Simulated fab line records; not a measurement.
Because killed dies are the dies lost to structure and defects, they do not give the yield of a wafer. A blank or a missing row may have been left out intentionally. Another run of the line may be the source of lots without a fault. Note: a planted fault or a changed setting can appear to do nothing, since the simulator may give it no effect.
Chamber matching + flow sky130 + 4 sister chambers for SKY_VIA1_ETCH_15 on rieDiel-03
The step etches SiO2 in C4F8/O2/Ar, stops on TiN, target depth 351 nm, time 54 s. 16 wafers are shown with their chamber, then 8 later ones without.

WAFERS WITH THEIR CHAMBER
| wafer  | chamber | biasW (W) | oesProductAu (a.u.) |
|--------|---------|-----------|---------------------|
| L635.1 | 3       | 1198      | 0.983               |
| L635.4 | 2       | 1193      | 0.976               |
| L635.6 | 3       | 1194      | 0.986               |
| L639.2 | 2       | 1199      | 0.982               |
| L639.5 | 3       | 1198      | 0.981               |
| L639.6 | 2       | 1201      | 0.986               |
| L640.1 | 0       | 1199      | 0.984               |
| L640.3 | 1       | 1202      | 0.972               |
| L640.6 | 3       | 1200      | 0.977               |
| L643.1 | 0       | 1199      | 0.981               |
| L643.2 | 2       | 1202      | 0.983               |
| L643.5 | 1       | 1202      | 0.983               |
| L645.2 | 3       | 1201      | 0.981               |
| L645.3 | 0       | 1198      | 0.978               |
| L645.4 | 1       | 1199      | 0.983               |
| L651.1 | 1       | 1203      | 0.971               |

SIGNATURES (means of the wafers above)
| reading      | chamber 0 | chamber 1 | chamber 2 | chamber 3 | scatter within a chamber |
|--------------|-----------|-----------|-----------|-----------|--------------------------|
| biasW        | 1198.67   | 1201.50   | 1198.75   | 1198.20   | 2.7                      |
| oesProductAu | 0.98100   | 0.97725   | 0.98175   | 0.98160   | 0.00453                  |
Rule: distance of a wafer from a chamber = root of the sum over the readings of ((wafer's reading minus chamber's mean) / reading's scatter) squared. The wafer belongs to the nearest chamber; if the next one is less than 2 further off, it can't be placed. How the scatter is found: for the shown wafers, subtract from each reading the mean of its chamber, square and add these, divide the total by (wafers less chambers), then take the root.

WAFERS WITH NO CHAMBER GIVEN
| wafer  | biasW (W) | oesProductAu (a.u.) |
|--------|-----------|---------------------|
| L651.4 | 1200      | 0.971               |
| L651.6 | 1202      | 0.982               |
| L656.1 | 1196      | 0.976               |
| L656.2 | 1198      | 0.986               |
| L656.4 | 1200      | 0.988               |
| L658.2 | 1201      | 0.979               |
| L658.3 | 1199      | 0.981               |
| L658.6 | 1200      | 0.970               |

THE CHAMBER EACH PASSED THROUGH
| wafer  | from the rows above               | in truth |
|--------|-----------------------------------|----------|
| L651.4 | can't be placed: 1 or 0 or 2 or 3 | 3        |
| L651.6 | can't be placed: 1 or 2 or 0 or 3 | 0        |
| L656.1 | can't be placed: 3 or 0 or 2 or 1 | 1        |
| L656.2 | can't be placed: 3 or 2 or 0 or 1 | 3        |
| L656.4 | can't be placed: 2 or 3 or 0 or 1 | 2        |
| L658.2 | can't be placed: 1 or 0 or 2 or 3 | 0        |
| L658.3 | can't be placed: 0 or 2 or 3 or 1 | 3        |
| L658.6 | can't be placed: 1 or 0 or 2 or 3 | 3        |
Placed correctly: 0 of 8. Unplaceable from these rows: 8, with the true chamber sitting among the candidates in 8. Wrongly placed: 0.
